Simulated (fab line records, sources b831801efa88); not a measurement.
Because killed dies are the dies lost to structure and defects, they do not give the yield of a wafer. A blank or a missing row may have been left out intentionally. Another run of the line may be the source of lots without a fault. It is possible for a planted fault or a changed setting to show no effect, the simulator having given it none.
Which tool did it? ; flow sky130 ; 7 lots, 21 wafers sampled, at 2 steps of a route of 708

## WHAT THE GAUGES READ, wafer by wafer
SKY_LDD_LDN_OVL_MEAS_07.
lot;measured;on;LDD_LDN_OVL (nm)
L326;day 23 02:43;overlay-02;0.4 -0.1 -0.4
L328;day 24 09:55;overlay-01;-2.5 -3.2 -1.4
L330;day 25 09:26;overlay-01;-0.6 -1.2 -1.8
L336;day 27 00:20;overlay-01;-2.7 -3.6 -1.3
L338;day 27 16:19;overlay-01;-2.6 -1.1 -2.7
L345;day 31 00:40;overlay-02;-1.4 -0.9 -1.2
L347;day 31 08:28;overlay-02;-1.8 -0.9 -0.4

## WHAT TOOL EACH LOT RAN ON (gives the tool, then ch and the chambers of the sampled wafers, and finally the start)
lot;SKY_LDD_LDN_DEVELOP_06
L326;litho_track-01 ch 0, day 23 02:35
L328;litho_track-03 ch 0, day 24 09:46
L330;litho_track-04 ch 0, day 25 09:19
L336;litho_track-04 ch 0, day 27 00:11
L338;litho_track-03 ch 0, day 27 16:10
L345;litho_track-03 ch 0, day 31 00:31
L347;litho_track-03 ch 0, day 31 08:19
- SKY_LDD_LDN_DEVELOP_06: develop time 60 s.

## THE ANSWER, worked out from the rows above alone
Rule: what is usual is taken from the lots themselves. Put in order of their means at a reading, lots are off if they are a third of the lots or fewer, leave a main group of 4 or more, and stand apart from it by a gap of 3 or more times the standard deviation of the main group's means; of several such gaps the widest counts. The tables above print the reading to a certain number of digits; a main group whose means all agree to those digits is not used. A lot without any number at a reading at which 4 lots or more have one is off too. The other lots that the step has rows for count as sound.
No lot is off on any of the readings shown, so nothing can be concluded from this.

## WHAT THE SIMULATOR HAD INSERTED
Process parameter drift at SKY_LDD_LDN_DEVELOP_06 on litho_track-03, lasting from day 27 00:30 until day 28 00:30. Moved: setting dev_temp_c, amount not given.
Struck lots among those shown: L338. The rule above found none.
